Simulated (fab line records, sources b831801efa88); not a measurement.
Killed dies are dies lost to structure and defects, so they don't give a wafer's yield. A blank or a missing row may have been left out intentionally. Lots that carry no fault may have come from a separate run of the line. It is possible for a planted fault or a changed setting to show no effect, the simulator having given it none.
Check for tools in common	flow gf180mcu	Sample size 12 lots and 36 wafers

WHY IT WAS OPENED
Of 12 lots, 2 have the reading PSD_TW flagged at GF_PSD_TW_MEAS_11. Fault-free wafers read 3164, with a standard deviation of 17.
Rule: a lot is flagged when every wafer of it that has a number lies more than 4 standard deviations from that mean, or none has a number. As for the other lots, they are considered sound.

lot	measured	on	PSD_TW, wafer by wafer	flag
L484	day 14 05:35	film-metro-02	3168 3158 3152	
L487	day 15 06:20	film-metro-02	3132 3149 3147	
L494	day 17 20:32	film-metro-01	3257 3259 3286	FLAGGED
L495	day 18 00:36	film-metro-01	3264 3262 3285	FLAGGED
L497	day 18 22:04	film-metro-01	3168 3177 3193	
L498	day 19 05:57	film-metro-02	3134 3126 3164	
L499	day 19 13:26	film-metro-03	3159 3136 3157	
L501	day 20 03:13	film-metro-01	3189 3163 3149	
L503	day 20 21:25	film-metro-03	3170 3172 3165	
L505	day 21 12:53	film-metro-02	3149 3166 3137	
L506	day 21 16:03	film-metro-02	3165 3140 3145	
L507	day 22 07:36	film-metro-02	3142 3166 3142	
Average over the flagged lots: 3269; offset from the usual +105, equal to +6 standard deviations.

WHICH TOOL RAN EACH LOT
The record holds 2 process steps before the reading, out of a route of 602 steps. Read each cell as the tool, then ch plus the chambers that the sampled wafers visited, then the start.
lot	flag	GF_PSD_IMPLANT_09	GF_PSD_STRIP_10
L484		implanter-02 ch 0, day 14 05:21	plasma-asher-04 ch 0,1, day 14 05:29
L487		implanter-02 ch 0, day 15 06:05	plasma-asher-02 ch 0,1, day 15 06:14
L494	FLAGGED	implanter-04 ch 0, day 17 20:19	plasma-asher-02 ch 0,1, day 17 20:26
L495	FLAGGED	implanter-04 ch 0, day 18 00:21	plasma-asher-02 ch 0,1, day 18 00:30
L497		implanter-01 ch 0, day 18 21:49	plasma-asher-04 ch 0,1, day 18 21:58
L498		implanter-02 ch 0, day 19 05:43	plasma-asher-02 ch 0,1, day 19 05:50
L499		implanter-01 ch 0, day 19 13:13	plasma-asher-02 ch 0,1, day 19 13:20
L501		implanter-02 ch 0, day 20 02:59	plasma-asher-04 ch 0,1, day 20 03:07
L503		implanter-04 ch 0, day 20 21:11	plasma-asher-04 ch 0,1, day 20 21:19
L505		implanter-02 ch 0, day 21 12:38	plasma-asher-04 ch 0,1, day 21 12:47
L506		implanter-02 ch 0, day 21 15:48	plasma-asher-04 ch 0,1, day 21 15:57
L507		implanter-02 ch 0, day 22 07:23	plasma-asher-04 ch 0,1, day 22 07:31
What the steps here do:
- GF_PSD_IMPLANT_09
- GF_PSD_STRIP_10: strips in O2/N2.
- GF_PSD_TW_MEAS_11

FLAGGED AGAINST TOTAL, ONE TOOL AT A TIME (gauges that did the reading follow at the end)
step	tool	lots run	flagged	share of the flagged lots	sound lots run after its first flagged lot
GF_PSD_IMPLANT_09	implanter-01	2	0	none	-
GF_PSD_IMPLANT_09	implanter-02	7	0	none	-
GF_PSD_IMPLANT_09	implanter-04	3	2	all	1 (L503)
GF_PSD_STRIP_10	plasma-asher-02	5	2	all	2 (L498,L499)
GF_PSD_STRIP_10	plasma-asher-04	7	0	none	-
GF_PSD_TW_MEAS_11	film-metro-01	4	2	all	2 (L497,L501)
GF_PSD_TW_MEAS_11	film-metro-02	6	0	none	-
GF_PSD_TW_MEAS_11	film-metro-03	2	0	none	-

WHAT THE TABLE ALLOWS
Rows of the table that ran every flagged lot, 3 in all: implanter-04 at GF_PSD_IMPLANT_09, plasma-asher-02 at GF_PSD_STRIP_10, film-metro-01 at GF_PSD_TW_MEAS_11.
- implanter-04 at GF_PSD_IMPLANT_09 ran 3 lots, 2 of them flagged. After the first flagged lot (L503), sound lots still ran on it; a lasting fault on the whole tool would not permit that. Its own readings lie more than 4 standard deviations out on every wafer of the flagged lots: dose-ions-cm2, faraday-current-uA.
- plasma-asher-02 at GF_PSD_STRIP_10 ran 5 lots, 2 of them flagged. After the first flagged lot (L498, L499), sound lots still ran on it; a lasting fault on the whole tool would not permit that. Its own readings lie more than 4 standard deviations out on every wafer of the flagged lots: strip-time-to-endpoint-s.
- film-metro-01 at GF_PSD_TW_MEAS_11 ran 4 lots, 2 of them flagged. After the first flagged lot (L497, L501), sound lots still ran on it; a lasting fault on the whole tool would not permit that.
None of the table's rows ran every flagged lot and, after the first, no sound lot.

WHAT THE SIMULATOR PUT IN
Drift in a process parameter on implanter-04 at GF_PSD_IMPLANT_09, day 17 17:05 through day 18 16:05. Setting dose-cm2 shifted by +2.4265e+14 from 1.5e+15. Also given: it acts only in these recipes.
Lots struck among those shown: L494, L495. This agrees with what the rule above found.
